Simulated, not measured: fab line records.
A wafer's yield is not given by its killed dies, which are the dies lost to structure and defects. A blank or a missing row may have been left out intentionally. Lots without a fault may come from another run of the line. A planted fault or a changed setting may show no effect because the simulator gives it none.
Which of the tools did it?	flow sky130	6 lots, 17 wafers sampled, at 1 step of a route of 708

WHAT THE GAUGES SHOWED, per wafer
SKY_VT_ADJUST_HVTR_OVL_MEAS_08.
lot	measured	on	VT_ADJUST_HVTR_OVL (nm)
L272	day 11 02:06	overlay-01	-1.8 -1.7 -0.4
L281	day 13 18:32	overlay-01	-1.2 -0.9
L283	day 14 16:20	overlay-01	-0.7 -1.8 0.1
L285	day 15 08:53	overlay-02	0.0 0.5 2.6
L288	day 16 05:50	overlay-01	-1.5 0.8 0.4
L290	day 16 15:57	overlay-01	-1.3 0.3 0.0

WHAT TOOL EACH LOT RAN ON (gives the tool, then ch and the chambers of the sampled wafers, and finally the start)
The record shows no process step preceding these readings.

THE ANSWER, worked out from the rows above alone
Rule: usual is defined by the lots themselves. Put in order of their means at a reading, lots are off if they are a third of the lots or fewer, leave a main group of 4 or more, and stand apart from it by a gap of 3 or more times the standard deviation of the main group's means; of several such gaps the widest counts. If all means in a main group match to the digits the tables above print for the reading, that group is not used. A lot without any number at a reading at which 4 lots or more have one is off too. Any other lot the step has rows for is counted as sound.
No lot is off at any reading shown: from this, nothing can be told.

WHAT THE SIMULATOR HAD PUT IN
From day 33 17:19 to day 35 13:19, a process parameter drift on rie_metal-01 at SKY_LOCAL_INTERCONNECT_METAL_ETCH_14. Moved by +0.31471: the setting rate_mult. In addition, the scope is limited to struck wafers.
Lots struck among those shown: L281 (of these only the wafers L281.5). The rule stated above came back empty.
